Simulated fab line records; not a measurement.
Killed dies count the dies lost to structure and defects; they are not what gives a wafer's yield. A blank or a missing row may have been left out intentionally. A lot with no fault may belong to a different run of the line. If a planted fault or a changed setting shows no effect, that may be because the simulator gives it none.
A struck lot beside a sound one || flow sky130 || 14 steps out of a route of 708
Sound: these wafers, L326.2, L326.4, L326.6. Wafers struck: L340.1, L340.2, L340.5. The cause comes at the end.
Per side, at each step with rows, come the tool, then ch with its chambers, and then its first start. Under that, the readings that differ: sound wafers || struck wafers || difference of the means || sigmas: that difference in standard deviations of wafers without a fault.
alike: readings whose means differ by less than 2 such deviations, and words and numbers that are the same on both sides. not compared: withheld readings, readings that some wafer has no value for, bounds like >300 that may hide the same value, and numbers for which the record gives no deviation and whose values overlap.
A row with sigmas, a row that says differs or no value, or rows on one side alone: a step with any of these is where the two part. Non-overlapping numbers with no deviation appear without sigmas and do not part them. A reading that every wafer of one side lacks parts them only if that side has two wafers or more.

SKY_METAL5_SPUTTER_00: material Ti, target thk 15 nm, time 10 s.
  sound on pvd-sputter-02 at day 43 20:13; struck on pvd-sputter-04 at day 49 00:33
  alike: throttle-valve-pct
SKY_METAL5_SPUTTER_01: material TiN, target thk 20 nm, time 16.7 s.
  sound on pvd-sputter-02 at day 43 20:14; struck on pvd-sputter-04 at day 49 00:34
  alike: throttle-valve-pct
SKY_METAL5_SPUTTER_02: material AlCu, target thk 1150 nm, time 61.2 s.
  sound on pvd-sputter-02 at day 43 20:16; struck on pvd-sputter-04 at day 49 00:35
  alike: throttle-valve-pct
SKY_METAL5_SPUTTER_03: material Ti, target thk 5 nm, time 3.3 s.
  sound on pvd-sputter-02 at day 43 20:19; struck on pvd-sputter-04 at day 49 00:38
  alike: throttle-valve-pct
SKY_METAL5_SPUTTER_04: material TiN, target thk 70 nm, time 58.3 s.
  sound on pvd-sputter-02 at day 43 20:20; struck on pvd-sputter-04 at day 49 00:40
  alike: throttle-valve-pct
SKY_METAL5_RS_MEAS_05: uses a four-point probe to measure.
  sound on film-metro-01 at day 43 20:25; struck on film-metro-01 at day 49 00:43
  alike: METAL5_ALCU_RS
SKY_METAL5_THK_MEAS_06: measures by xrf.
  sound on film-metro-01 at day 43 20:31; struck on film-metro-01 at day 49 00:50
  alike: METAL5_ALCU_THK
then, 5 steps without rows for these wafers: SKY_METAL5_DEHYDRATE_07 (time 60 s); SKY_METAL5_HMDS_08 (prime time 60 s); SKY_METAL5_COAT_09 (resist thk 1800 nm); SKY_METAL5_SOFTBAKE_10 (time 60 s); SKY_METAL5_EXPOSE_11 (exposes mask MM5, target cd 1600 nm).
SKY_METAL5_PEB_12:
  sound on litho-track-01 ch 0, day 44 18:19; struck on litho-track-01, day 49 18:38
{"reading": "exhaust-pa (Pa)", "sound": "44.4 44.3 46.0", "struck": "- - -", "difference": "no value on the struck wafers", "sigmas": ""}
  not compared: chill-plate-temp-C
then, 1 step without rows for these wafers: SKY_METAL5_DEVELOP_13 (develop time 60 s).

## WHERE THEY PART
Only at SKY_METAL5_PEB_12, as far as this record shows.

WHY: the cause the simulator had injected
Beginning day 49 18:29, the whole step at SKY_METAL5_PEB_12 was skipped on litho-track-01. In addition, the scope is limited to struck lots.
